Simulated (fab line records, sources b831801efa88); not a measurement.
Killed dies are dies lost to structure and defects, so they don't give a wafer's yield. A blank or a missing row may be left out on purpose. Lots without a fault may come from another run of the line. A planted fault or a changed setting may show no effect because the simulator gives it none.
Which tool did it? | flow gf180mcu | 7 lots, 21 wafers sampled, at 3 steps of a route of 602

WHAT THE GAUGES READ, wafer by wafer
GF_M1_THK_MEAS_06: measures by xrf.
lot  | measured     | on            | M1_ALCU_THK (nm)
L292 | day 16 12:47 | film_metro-01 | 447 452 448
L296 | day 18 04:01 | film_metro-04 | 451 445 451
L298 | day 18 22:28 | film_metro-01 | 441 444 441
L301 | day 19 23:44 | film_metro-01 | 441 440 441
L307 | day 21 22:08 | film_metro-04 | 441 444 443
L309 | day 22 18:35 | film_metro-04 | 434 440 439
L311 | day 23 06:14 | film_metro-04 | 436 440 437

WHICH TOOL RAN EACH LOT (tool, then ch and the chambers of the sampled wafers, then the start)
lot  | GF_CONTACT_SPUTTER_23        | GF_CONTACT_CVD_24
L292 | pvd_sputter-04, day 16 11:50 | cvd_w-01 ch 0,1, day 16 11:52
L296 | pvd_sputter-04, day 18 02:53 | cvd_w-01 ch 0,1, day 18 02:57
L298 | pvd_sputter-04, day 18 21:29 | cvd_w-01 ch 0,1, day 18 21:34
L301 | pvd_sputter-02, day 19 22:46 | cvd_w-01 ch 0,1, day 19 22:49
L307 | pvd_sputter-02, day 21 21:10 | cvd_w-01 ch 0,1, day 21 21:13
L309 | pvd_sputter-03, day 22 17:37 | cvd_w-01 ch 0, day 22 17:40
L311 | pvd_sputter-02, day 23 05:17 | cvd_w-02 ch 0,1, day 23 05:19
- GF_CONTACT_SPUTTER_23: material TiN, target thk 10 nm, time 40 s.
- GF_CONTACT_CVD_24: deposits W, target thk 300 nm, time 90.339 s.

THE ANSWER, worked out from the rows above alone
Rule: what is usual is taken from the lots themselves. Put in order of their means at a reading, lots are off if they are a third of the lots or fewer, leave a main group of 4 or more, and stand apart from it by a gap of 3 or more times the standard deviation of the main group's means; of several such gaps the widest counts. A main group whose means are all the same, to the digits that the tables above print for the reading, isn't used. A lot without any number at a reading at which 4 lots or more have one is off too. The other lots that the step has rows for count as sound.
No lot is off at any reading shown: from this, nothing can be told.

WHAT THE SIMULATOR HAD PUT IN
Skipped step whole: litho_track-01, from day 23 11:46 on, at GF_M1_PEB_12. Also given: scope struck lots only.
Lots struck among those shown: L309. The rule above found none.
